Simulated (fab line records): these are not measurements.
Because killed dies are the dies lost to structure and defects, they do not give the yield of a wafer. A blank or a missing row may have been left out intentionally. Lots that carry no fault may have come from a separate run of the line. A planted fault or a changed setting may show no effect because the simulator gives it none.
fab line records	flow sky130
record: lots: 10	wafers: 30	last-day: 50
route steps=708 shown CONTACT@409 METAL1@436 PAD_OPEN@708
lots that met no fault: from a run of the same line without faults
start-h: the number of hours between the record's first day and the start of the first shown wafer of the lot	wait-h: time in hours since the lot's previous step	" as in the row above	L1.1+2: a row that stands for several wafers	- no value, or no start was given	* or withheld: withheld	< > ~ a bound
route shown NAME@n: a module of which the file shows steps, and the number in the route of the first	usual: mean and standard deviation over wafers with no fault	same: alike in all rows	chamber/n: place in a boat	sites: readings site by site	_std_site: the values' standard deviation	_edge_site: the outer-site mean with the inner-site mean subtracted	radius-mm: how far each site lies from the wafer's centre	mask NAME#n: copy n	behind: tool/chamber where the wafer was last shaped	hold: why the lot was held/for how many hours/how that ended	device: names the non-switching transistor (n, p or np)	end of line: the route-end tests of the same wafers	for a step that has no rows: nothing shown but its recipe	killed: dies that structure and defects cost at the first sort, which is not the same as the wafer's yield	map: dies across one wafer; x = killed, . = not, _ = none there
set.NAME: setting as actually run; set.NAME@STEP: the setting as run at that earlier step	model.NAME: the simulator's own value behind a step, which no gauge read
one table for each step of the route and one row for each wafer, over a sample of lots
services: from which hour (start-h, from the record's first day; less than 0 if before it) a tool's chamber was out of use, for how many hours, and why
== steps ==
step: SKY_CONTACT_THK_MEAS_03
recipe: reads: SiO2_of_CONTACT_HDPCVD_02
usual: CONTACT_HDPCVD_THK: 566/7.2
lot.wafer	tool	chamber	start-h	wait-h	CONTACT_HDPCVD_THK[nm]
L460.1	film-metro-02	-	714.44	0.0	554
L460.2	"	-	"	"	573
L460.4	"	-	"	"	566
L461.1	film-metro-02	-	718.21	0.0	551
L461.3	"	-	"	"	567
L461.6	"	-	"	"	561
L463.1	film-metro-01	-	736.08	0.0	565
L463.3	"	-	"	"	575
L463.6	"	-	"	"	569
L466.2	film-metro-04	-	763.91	0.0	565
L466.4	"	-	"	"	561
L466.6	"	-	"	"	558
L467.3	film-metro-01	-	767.72	0.1	557
L467.4	"	-	"	"	568
L467.6	"	-	"	"	568
L475.1	film-metro-04	-	835.81	0.0	560
L475.3	"	-	"	"	573
L475.6	"	-	"	"	564
L476.3	film-metro-04	-	844.55	0.1	564
L476.5	"	-	"	"	567
L476.6	"	-	"	"	561
L477.1	film-metro-04	-	846.07	0.0	554
L477.2	"	-	"	"	555
L477.5	"	-	"	"	566
L480.2	film-metro-04	-	866.24	0.0	574
L480.3	"	-	"	"	560
L480.6	"	-	"	"	562
L482.1	film-metro-02	-	876.77	0.0	573
L482.4	"	-	"	"	565
L482.6	"	-	"	"	565
step: SKY_CONTACT_BOW_MEAS_05
recipe: mode: bow
usual: CONTACT_BOW: 81/6.7
lot.wafer	tool	chamber	start-h	wait-h	CONTACT_BOW[um]
L460.1	film-metro-04	-	714.80	0.2	83
L460.2	"	-	"	"	72
L460.4	"	-	"	"	85
L461.1	film-metro-04	-	718.57	0.1	82
L461.3	"	-	"	"	91
L461.6	"	-	"	"	86
L463.1	film-metro-02	-	736.44	0.2	85
L463.3	"	-	"	"	81
L463.6	"	-	"	"	86
L466.2	film-metro-01	-	764.28	0.1	89
L466.4	"	-	"	"	77
L466.6	"	-	"	"	86
L467.3	film-metro-02	-	768.10	0.2	80
L467.4	"	-	"	"	80
L467.6	"	-	"	"	90
L475.1	film-metro-04	-	836.17	0.2	69
L475.3	"	-	"	"	90
L475.6	"	-	"	"	74
L476.3	film-metro-01	-	844.93	0.3	81
L476.5	"	-	"	"	82
L476.6	"	-	"	"	76
L477.1	film-metro-02	-	846.43	0.2	81
L477.2	"	-	"	"	69
L477.5	"	-	"	"	76
L480.2	film-metro-02	-	866.61	0.3	82
L480.3	"	-	"	"	90
L480.6	"	-	"	"	73
L482.1	film-metro-02	-	877.13	0.2	87
L482.4	"	-	"	"	88
L482.6	"	-	"	"	70
step: SKY_METAL1_SPUTTER_02
recipe: material: AlCu	target-thk-nm: 250	power-w: 10600	time-s: 13.3	chamber-pressure-pa: 0.4
usual: chamber-pressure-pa: 0.4001/0.00076	throttle-valve-pct: 29.8/1.2
lot.wafer	tool	chamber	start-h	wait-h	chamber-pressure-pa	throttle-valve-pct
L460.1	pvd-sputter-03	-	742.39	0.0	0.4003	27.4
L460.2	"	-	"	"	0.4006	29.1
L460.4	"	-	"	"	0.4009	31.3
L461.1	pvd-sputter-03	-	747.00	0.0	0.3986	29.1
L461.3	"	-	"	"	0.4016	31.5
L461.6	"	-	"	"	0.4001	29.4
L463.1	pvd-sputter-01	-	764.84	0.0	0.3996	30.0
L463.3	"	-	"	"	0.3987	30.5
L463.6	"	-	"	"	0.4001	30.2
L466.2	pvd-sputter-01	-	793.21	0.0	0.4001	29.9
L466.4	"	-	"	"	0.3998	29.1
L466.6	"	-	"	"	0.3995	28.9
L467.3	pvd-sputter-02	-	796.55	0.0	0.4006	29.3
L467.4	"	-	"	"	0.4003	28.7
L467.6	"	-	"	"	0.4012	28.4
L475.1	pvd-sputter-01	-	863.23	0.0	0.4008	30.2
L475.3	"	-	"	"	0.3994	30.1
L475.6	"	-	"	"	0.4011	30.2
L476.3	pvd-sputter-03	-	872.03	0.0	0.3999	29.5
L476.5	"	-	"	"	0.4002	31.6
L476.6	"	-	"	"	0.4009	29.3
L477.1	pvd-sputter-01	-	874.15	0.0	0.3984	30.0
L477.2	"	-	"	"	0.4007	30.5
L477.5	"	-	"	"	0.4009	31.0
L480.2	pvd-sputter-03	-	894.12	0.0	0.3996	29.3
L480.3	"	-	"	"	0.3998	27.3
L480.6	"	-	"	"	0.3996	27.4
L482.1	pvd-sputter-03	-	903.86	0.0	0.4007	31.3
L482.4	"	-	"	"	0.4002	27.2
L482.6	"	-	"	"	0.4008	30.9
step: SKY_METAL1_SPUTTER_04
recipe: material: TiN	target-thk-nm: 70	power-w: 6500	time-s: 58.3	chamber-pressure-pa: 0.4
usual: chamber-pressure-pa: 0.4000/0.00082	throttle-valve-pct: 29.8/1.2
lot.wafer	tool	chamber	start-h	wait-h	chamber-pressure-pa	throttle-valve-pct
L460.1	pvd-sputter-03	-	742.43	0.0	0.4013	27.0
L460.2	"	-	"	"	0.4000	29.4
L460.4	"	-	"	"	0.3997	31.3
L461.1	pvd-sputter-03	-	747.04	0.0	0.4004	29.3
L461.3	"	-	"	"	0.3995	31.5
L461.6	"	-	"	"	0.4013	29.3
L463.1	pvd-sputter-01	-	764.88	0.0	0.4001	30.1
L463.3	"	-	"	"	0.3998	30.9
L463.6	"	-	"	"	0.3992	30.4
L466.2	pvd-sputter-01	-	793.25	0.0	0.3991	30.2
L466.4	"	-	"	"	0.3996	29.3
L466.6	"	-	"	"	0.3992	29.0
L467.3	pvd-sputter-02	-	796.59	0.0	0.3998	29.5
L467.4	"	-	"	"	0.4010	28.7
L467.6	"	-	"	"	0.3996	28.5
L475.1	pvd-sputter-01	-	863.27	0.0	0.3996	30.2
L475.3	"	-	"	"	0.3997	30.1
L475.6	"	-	"	"	0.4000	30.2
L476.3	pvd-sputter-03	-	872.07	0.0	0.3994	29.2
L476.5	"	-	"	"	0.4004	31.2
L476.6	"	-	"	"	0.3998	29.2
L477.1	pvd-sputter-01	-	874.19	0.0	0.3989	30.2
L477.2	"	-	"	"	0.4008	30.8
L477.5	"	-	"	"	0.4009	30.7
L480.2	pvd-sputter-03	-	894.16	0.0	0.4006	29.3
L480.3	"	-	"	"	0.4004	27.1
L480.6	"	-	"	"	0.4010	27.1
L482.1	pvd-sputter-03	-	903.91	0.0	0.3990	31.3
L482.4	"	-	"	"	0.3999	27.3
L482.6	"	-	"	"	0.3999	31.1
step: SKY_METAL1_RS_MEAS_05
recipe: thk-meas-gauge: four-point-probe	reads: TiN_of_METAL1_SPUTTER_04+Ti_of_METAL1_SPUTTER_03+AlCu_of_METAL1_SPUTTER_02+TiN_of_METAL1_SPUTTER_01+Ti_of_METAL1_SPUTTER_00
usual: METAL1_ALCU_RS: 0.1269/0.0017
lot.wafer	tool	chamber	start-h	wait-h	METAL1_ALCU_RS[ohm/sq]
L460.1	film-metro-02	-	742.48	0.0	0.1253
L460.2	"	-	"	"	0.1263
L460.4	"	-	"	"	0.1280
L461.1	film-metro-02	-	747.09	0.0	0.1264
L461.3	"	-	"	"	0.1278
L461.6	"	-	"	"	0.1266
L463.1	film-metro-01	-	764.93	0.0	0.1257
L463.3	"	-	"	"	0.1260
L463.6	"	-	"	"	0.1267
L466.2	film-metro-03	-	793.32	0.0	0.1259
L466.4	"	-	"	"	0.1268
L466.6	"	-	"	"	0.1270
L467.3	film-metro-03	-	796.68	0.1	0.1283
L467.4	"	-	"	"	0.1282
L467.6	"	-	"	"	0.1286
L475.1	film-metro-03	-	863.32	0.0	0.1590
L475.3	"	-	"	"	0.1275
L475.6	"	-	"	"	0.1577
L476.3	film-metro-03	-	872.16	0.1	0.1258
L476.5	"	-	"	"	0.1281
L476.6	"	-	"	"	0.1257
L477.1	film-metro-03	-	874.24	0.0	0.1603
L477.2	"	-	"	"	0.1269
L477.5	"	-	"	"	0.1279
L480.2	film-metro-02	-	894.23	0.0	0.1239
L480.3	"	-	"	"	0.1249
L480.6	"	-	"	"	0.1257
L482.1	film-metro-02	-	903.96	0.0	0.1279
L482.4	"	-	"	"	0.1275
L482.6	"	-	"	"	0.1258
step: SKY_METAL1_THK_MEAS_06
recipe: thk-meas-gauge: xrf	reads: AlCu_of_METAL1_SPUTTER_02
usual: METAL1_ALCU_THK: 250/3.7
lot.wafer	tool	chamber	start-h	wait-h	METAL1_ALCU_THK[nm]
L460.1	film-metro-02	-	742.60	0.1	253
L460.2	"	-	"	"	252
L460.4	"	-	"	"	250
L461.1	film-metro-02	-	747.21	0.1	251
L461.3	"	-	"	"	249
L461.6	"	-	"	"	251
L463.1	film-metro-01	-	765.05	0.1	252
L463.3	"	-	"	"	250
L463.6	"	-	"	"	251
L466.2	film-metro-03	-	793.43	0.1	250
L466.4	"	-	"	"	248
L466.6	"	-	"	"	247
L467.3	film-metro-03	-	796.78	0.1	247
L467.4	"	-	"	"	245
L467.6	"	-	"	"	245
L475.1	film-metro-03	-	863.44	0.1	212
L475.3	"	-	"	"	249
L475.6	"	-	"	"	212
L476.3	film-metro-03	-	872.26	0.1	251
L476.5	"	-	"	"	246
L476.6	"	-	"	"	251
L477.1	film-metro-03	-	874.36	0.1	210
L477.2	"	-	"	"	250
L477.5	"	-	"	"	247
L480.2	film-metro-02	-	894.34	0.1	258
L480.3	"	-	"	"	257
L480.6	"	-	"	"	255
L482.1	film-metro-02	-	904.08	0.1	250
L482.4	"	-	"	"	250
L482.6	"	-	"	"	254
step: SKY_METAL1_METAL_ETCH_19
recipe: target-depth-a: 3600	stop-on: SiO2	over-etch-frac: 0.3	time-s: 78	chemistry: Cl2/BCl3	resist-sidewall-deg: 88	pressure-mtorr: 10	icp-w: 900	bias-w: 48.5	Cl2_flow_sccm: 60	bcl3-flow-sccm: 30
usual: drypump-motor-current-A: 5.9/0.43	he-backside-leak-sccm: 3.41/0.23	oes-product-au: 0.853/0.0064	throttle-valve-pct: 22.265/0.0088
same: over-etch-frac: 0.3
lot.wafer	tool	chamber	start-h	wait-h	drypump-motor-current-A	he-backside-leak-sccm	oes-product-au	rf-hours-counter-h	throttle-valve-pct
L460.1	rie-metal-02	1	769.99	0.0	5.1	3.45	0.865	13	22.267
L460.2	"	0	"	"	6.2	3.81	0.850	3	22.275
L460.4	"	1	"	"	5.1	3.51	0.859	-	22.280
L461.1	rie-metal-03	1	774.42	0.0	6.2	3.10	0.852	3	22.265
L461.3	"	0	"	"	5.7	3.43	0.848	-	22.269
L461.6	"	1	"	"	6.2	3.33	0.840	-	22.270
L463.1	rie-metal-01	1	792.19	0.0	5.5	3.69	0.857	4	22.268
L463.3	"	1	"	"	5.5	3.79	0.863	-	22.259
L463.6	"	1	"	"	5.5	3.68	0.855	-	22.263
L466.2	rie-metal-03	0	820.04	0.0	5.8	3.45	0.862	3	22.263
L466.4	"	0	"	"	5.8	3.29	0.850	-	22.262
L466.6	"	1	"	"	6.2	3.32	0.850	-	22.266
L467.3	rie-metal-02	1	823.77	0.1	5.1	3.55	0.846	-	22.260
L467.4	"	0	"	"	6.2	3.55	0.855	-	22.260
L467.6	"	0	"	"	6.2	3.47	0.849	-	22.264
L475.1	rie-metal-03	1	889.14	0.0	6.2	3.10	0.804	7	22.260
L475.3	"	1	"	"	6.2	3.08	0.852	-	22.282
L475.6	"	1	"	"	6.2	3.24	0.799	-	22.270
L476.3	rie-metal-01	1	897.60	0.1	5.5	3.73	0.841	-	22.268
L476.5	"	0	"	"	6.4	3.30	0.856	-	22.265
L476.6	"	1	"	"	5.5	3.65	0.854	-	22.253
L477.1	rie-metal-03	1	900.79	0.0	6.2	2.99	0.794	7	22.275
L477.2	"	0	"	"	5.7	3.48	0.853	6	22.259
L477.5	"	0	"	"	5.8	3.62	0.853	-	22.262
L480.2	rie-metal-01	0	919.57	0.0	6.3	3.04	0.863	11	22.277
L480.3	"	1	"	"	5.5	3.70	0.855	-	22.268
L480.6	"	1	"	"	5.5	3.46	0.847	-	22.269
L482.1	rie-metal-02	0	929.28	0.1	6.2	3.63	0.839	11	22.255
L482.4	"	0	"	"	6.2	3.63	0.856	-	22.271
L482.6	"	0	"	"	6.2	3.63	0.854	-	22.271
step: SKY_PAD_OPEN_PROBE_99
usual: defect-limited-yield: 82.1/2	killed_at_M0_to_M3: 44/7.8	killed_at_M4_up: 3.1/1.7	killed-at-contacts: 25/5.1	killed-at-front-end: 15/4.4	killed-at-other: 0.5/0.68	killed-dies: 88/9.9	killed-open: 48/6.9	killed-short: 39/6.5	sort_bin_3_pad_short: 0.8/0.42	sort_bin_5_function: 10.6/1.5	sort_bin_6_memory: 6.5/1.2	sort-n-pass: 404/9.9	sort-yield-pct: 82.1/2
same: gross-dies: 492	killed-at-back-side: 0	sort_bin_4_leakage[%]: 0	sort_bin_8_speed[%]: 0
lot.wafer	tool	chamber	start-h	wait-h	defect-limited-yield[%]	killed_at_M0_to_M3	killed_at_M4_up	killed-at-contacts	killed-at-front-end	killed-at-other	killed-dies	killed-open	killed-short	sort_bin_3_pad_short[%]	sort_bin_5_function[%]	sort_bin_6_memory[%]	sort-n-pass	sort-yield-pct[%]
L463.1	prober-02	-	1094.36	0.1	81.5	38	5	22	25	1	91	58	33	1.4	11.4	5.7	401	81.5
L463.3	prober-02	-	1094.46	0.2	80.9	52	2	30	10	0	94	52	42	0.6	12.6	5.9	398	80.9
L463.6	prober-02	-	1094.61	0.2	81.1	45	2	29	16	1	93	61	32	0.6	12.8	5.5	399	81.1
L475.1	prober-02	-	1167.56	0.1	80.1	54	3	23	18	0	98	56	42	0.6	12.8	6.5	394	80.1
L475.3	prober-02	-	1167.66	0.2	81.7	36	5	31	18	0	90	50	39	0.4	10.8	7.1	402	81.7
L475.6	prober-02	-	1167.81	0.2	86.0	34	1	24	10	0	69	36	33	0.6	8.5	4.9	423	86.0
L477.1	prober-02	-	1177.17	0.1	83.1	43	2	22	15	1	83	40	43	1.8	7.9	7.1	409	83.1
L477.2	prober-02	-	1177.22	0.1	80.5	47	2	25	22	0	96	53	43	1.2	11.6	6.7	396	80.5
L477.5	prober-02	-	1177.37	0.2	86.2	32	3	17	16	0	68	30	38	1.0	7.9	4.9	424	86.2
killed by level:class
L463.1 VIA1:geometric-particle:open=11 LI_CONTACT:geometric-particle:open=9 CONTACT:geometric-particle:open=9 FIELD_ISO:geometric-particle:short=8 VIA2:geometric-particle:open=7 POLY_GATE:geometric-particle:open=6 POLY_GATE:geometric-particle:short=4 VIA3:geometric-particle:open=4
L463.3 CONTACT:geometric-particle:open=11 VIA1:geometric-particle:open=10 METAL1:geometric-particle:short=9 VIA3:geometric-particle:open=7 LI_CONTACT:geometric-particle:open=6 LOCAL_INTERCONNECT:geometric-particle:short=6 VIA2:geometric-particle:open=6 METAL2:geometric-particle:short=5
L463.6 VIA1:geometric-particle:open=13 VIA2:geometric-particle:open=10 CONTACT:geometric-particle:open=10 LI_CONTACT:geometric-particle:open=8 VIA1:geometric-particle:short=7 VIA3:geometric-particle:open=6 FIELD_ISO:geometric-particle:open=4 LOCAL_INTERCONNECT:geometric-particle:short=4
L475.1 VIA1:geometric-particle:open=13 CONTACT:geometric-particle:open=12 VIA2:geometric-particle:open=10 POLY_GATE:geometric-particle:open=7 METAL2:geometric-particle:short=7 METAL1:geometric-particle:short=6 CONTACT:geometric-particle:short=5 VIA1:geometric-particle:short=5
L475.3 CONTACT:geometric-particle:open=14 VIA1:geometric-particle:open=9 POLY_GATE:geometric-particle:short=7 LI_CONTACT:geometric-particle:open=6 VIA3:geometric-particle:open=5 POLY_GATE:geometric-particle:open=4 CONTACT:geometric-particle:short=4 LI_CONTACT:geometric-particle:short=4
L475.6 CONTACT:geometric-particle:open=10 LI_CONTACT:geometric-particle:open=7 POLY_GATE:geometric-particle:short=5 METAL2:geometric-particle:short=5 METAL1:geometric-particle:short=5 VIA1:geometric-particle:open=5 VIA2:geometric-particle:open=4 POLY_GATE:geometric-particle:open=3
L477.1 VIA1:geometric-particle:open=9 METAL1:geometric-particle:short=8 METAL2:geometric-particle:short=8 CONTACT:geometric-particle:open=7 LI_CONTACT:geometric-particle:open=6 FIELD_ISO:geometric-particle:open=5 CONTACT:geometric-particle:short=5 VIA1:geometric-particle:short=5
L477.2 VIA1:geometric-particle:open=10 CONTACT:geometric-particle:open=9 FIELD_ISO:geometric-particle:short=8 VIA2:geometric-particle:open=8 VIA1:geometric-particle:short=7 VIA3:geometric-particle:open=7 LI_CONTACT:geometric-particle:open=6 CONTACT:geometric-particle:short=6
L477.5 METAL1:geometric-particle:short=10 CONTACT:geometric-particle:open=6 METAL2:geometric-particle:short=5 FIELD_ISO:geometric-particle:open=5 METAL3:geometric-particle:short=5 VIA1:geometric-particle:open=4 LI_CONTACT:geometric-particle:open=3 LOCAL_INTERCONNECT:geometric-particle:short=3
== services ==
tool	chamber	start-h	hours	kind
pvd-sputter-03	-	731.19	6.5	repair
pvd-sputter-01	-	738.92	1.5	repair
pvd-sputter-01	1	742.22	-	consumable-replace:kit
pvd-sputter-01	1	742.22	18.0	scheduled-down
pvd-sputter-01	1	742.22	18.0	vent-cycle
rie-metal-03	-	754.76	1.4	pm
pvd-sputter-02	-	787.29	1.6	repair
pvd-sputter-03	-	804.69	3.0	repair
pvd-sputter-03	3	813.60	-	consumable-replace:kit
pvd-sputter-03	3	813.60	18.0	scheduled-down
pvd-sputter-03	3	813.60	18.0	vent-cycle
pvd-sputter-01	-	814.77	6.9	repair
pvd-sputter-03	-	821.93	4.1	repair
pvd-sputter-01	-	829.66	9.3	repair
pvd-sputter-01	-	832.32	0.5	repair
pvd-sputter-01	-	844.80	1.7	repair
rie-metal-03	-	851.44	1.8	repair
pvd-sputter-01	-	906.17	2.1	repair
rie-metal-02	1	912.04	-	clean
rie-metal-02	1	912.04	24.6	scheduled-down
rie-metal-01	-	918.02	0.2	repair
pvd-sputter-01	0	924.80	-	consumable-replace:kit
pvd-sputter-01	0	924.80	18.0	scheduled-down
pvd-sputter-01	0	924.80	18.0	vent-cycle
== key ==
first-sign: step: SKY_METAL1_RS_MEAS_05	reading: METAL1_ALCU_RS	direction: up	sigmas: 19	usual: 0.1269	struck: 0.1590
effect: step: SKY_METAL1_THK_MEAS_06	reading: METAL1_ALCU_THK	direction: down	sigmas: 10	usual: 250	struck: 211
effect: step: SKY_METAL1_METAL_ETCH_19	reading: oes-product-au	direction: down	sigmas: 8.4	usual: 0.853	struck: 0.799
met-at SKY_METAL1_SPUTTER_02
struck-lots L475,L477
struck-wafers L475.1,L475.6,L477.1
not-acting-at SKY_CONTACT_THK_MEAS_03,SKY_CONTACT_BOW_MEAS_05,SKY_METAL1_SPUTTER_04
onset-between 793.21 863.23
fault: kind: site-profile-drift	tool: pvd-sputter-01	chamber: -	onset-h: 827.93	steps: SKY_METAL1_SPUTTER_02	basis: fraction	max-abs-drift: 0.33481	slope-share-per-hr: 74.402	site-pattern: 0,0,0,0,0,-1,-1,-1,-1	scope: struck-wafers-only
